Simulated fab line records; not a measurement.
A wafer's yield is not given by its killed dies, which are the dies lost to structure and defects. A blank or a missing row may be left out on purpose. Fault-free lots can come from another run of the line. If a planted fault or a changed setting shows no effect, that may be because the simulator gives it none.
Chamber matching -- flow gf180mcu -- GF_MIM_CVD_05 on pecvd-03: 3 sister chambers
The step deposits Si3N4, target thk 42 nm, time 29.086 s. 16 wafers are shown with their chamber, then 8 later ones without.

== WAFERS PAIRED WITH THEIR CHAMBERS ==
wafer,chamber,heaterPowerW (W)
L076.1,0,675
L076.3,1,693
L076.5,2,661
L078.1,0,713
L078.3,1,590
L078.5,1,591
L083.3,0,638
L083.4,2,664
L083.6,1,594
L087.1,0,762
L087.2,1,635
L087.3,2,554
L087.4,1,664
L087.5,0,771
L087.6,2,573
L089.1,1,653

SIGNATURES (averages over the wafers above)
reading,chamber 0,chamber 1,chamber 2,scatter within a chamber
heaterPowerW,711.80,631.43,613.00,50.3
Rule: a wafer lies at a distance from a chamber equal to the root of the sum of squares, over the readings, of (its reading less the chamber's mean, divided by the reading's scatter). If the next closest chamber is less than 2 further off than the closest, the wafer can't be placed; otherwise it belongs to the closest. How the scatter is found: for the shown wafers, subtract from each reading the mean of its chamber, square and add these, divide the total by (wafers less chambers), then take the root.

== WAFERS WITHOUT THEIR CHAMBER ==
wafer,heaterPowerW (W)
L089.2,685
L089.3,558
L090.1,674
L090.4,688
L090.6,666
L094.2,612
L094.3,591
L094.4,639

== THE CHAMBER EACH PASSED THROUGH ==
wafer,from the rows above,in truth
L089.2,can't be placed: 0 or 1 or 2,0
L089.3,can't be placed: 2 or 1 or 0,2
L090.1,can't be placed: 0 or 1 or 2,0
L090.4,can't be placed: 0 or 1 or 2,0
L090.6,can't be placed: 1 or 0 or 2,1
L094.2,can't be placed: 2 or 1 or 0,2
L094.3,can't be placed: 2 or 1 or 0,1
L094.4,can't be placed: 1 or 2 or 0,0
Correct placement for 0 of the 8. Not placeable from these rows: 8 (in 8, the candidates include the true chamber). Placed wrongly: 0.
